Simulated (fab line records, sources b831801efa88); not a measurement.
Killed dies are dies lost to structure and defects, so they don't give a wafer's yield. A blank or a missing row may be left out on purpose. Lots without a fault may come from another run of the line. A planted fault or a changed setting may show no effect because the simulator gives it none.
Problem report in the 8D (eight disciplines) form, filled by code | flow sky130 | the parts of the form that need people (team, actions taken, sign-off) are left out

1. THE PROBLEM
PWDE_TW at SKY_PWDE_TW_MEAS_10 reads a mean of 29.8 on 6 wafers of 2 lots; wafers without a fault read 371.6 with a standard deviation of 2.7. That is -99 or more standard deviations from the usual mean.
First seen on wafer L269.4, day 7 16:57, on film_metro-03. The record holds 42 wafers of 14 lots with a number at this step. Rule for "out", or "out of limits": more than 4 standard deviations from the usual mean. The other wafers with a number count as sound.

2. WHAT IT IS AND WHAT IT IS NOT
question                    | is                           | is not
which readings at this step | PWDE_TW                      | -
which lots                  | L269, L273                   | L253, L255, L256, L259, L260, L261, L262, L264, L266, L267, L268, L276
which wafers of those lots  | all that have a number       | -
read on which gauges        | film_metro-03, film_metro-04 | film_metro-02
when                        | from day 7 16:57             | up to then (33 sound wafers); but 3 sound wafers of L276 came after

3. SUSPECTS, AND WHAT RULES EACH OUT
Counting: a tool at a process step up to the reading stays a suspect if it ran every lot that is out and no sound lot after the first of them.
- the gauge at SKY_PWDE_TW_MEAS_10: ruled out. The wafers that are out were read on 2 gauges (film_metro-03, film_metro-04).
- litho_track-03 at SKY_PWDE_DEVELOP_06 (develop time 60 s): kept. It ran every lot that is out, first L269 (day 7 16:00), and no sound lot after that; its last sound lot up to then is L267 (day 7 03:00).
Left after counting: litho_track-03 at SKY_PWDE_DEVELOP_06.

4. THE CAUSE (what the simulator had put in)
Process parameter drift: litho_track-03, from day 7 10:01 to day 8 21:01, at SKY_PWDE_DEVELOP_06. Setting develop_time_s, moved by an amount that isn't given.
Counting left only this tool.

5. THE CHAIN OF EFFECTS, in route order
Each row: a reading whose mean over the struck wafers that have a number lies more than 3 standard deviations from the usual. Only readings for which the record gives a usual standard deviation are gone through. hours: the time from each lot's start at the first step in this table that gives one to its start at this step, as a median over the lots. sigmas: the change in usual standard deviations.
hours | step                | reading | usual | on struck wafers | change | sigmas
0     | SKY_PWDE_TW_MEAS_10 | PWDE_TW | 371.6 | 29.8             | -341.8 | -99 or more
Readings that are blank on the struck wafers while sound wafers have them: PWDE_OVL at SKY_PWDE_OVL_MEAS_07.
Later measuring or inspecting steps at which every struck wafer that the step has a row for has a number for every such reading, and none has moved that far: SKY_VT_ADJUST_LVTN_OVL_MEAS_18.

6. WHAT WOULD HAVE CAUGHT IT SOONER
In this record the first reading out of limits at a measuring or inspecting step was taken at day 7 16:57, 7 hours after the fault began at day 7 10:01.
Between SKY_PWDE_DEVELOP_06 and SKY_PWDE_TW_MEAS_10, SKY_PWDE_OVL_MEAS_07 gave no PWDE_OVL on the struck wafers, where sound wafers have one: a measuring or inspecting step that comes back empty is itself a sign.
Of the lots that are out (2), L273 began SKY_PWDE_DEVELOP_06 on litho_track-03 after day 7 16:57. A hold on the tool at that time would have spared it.
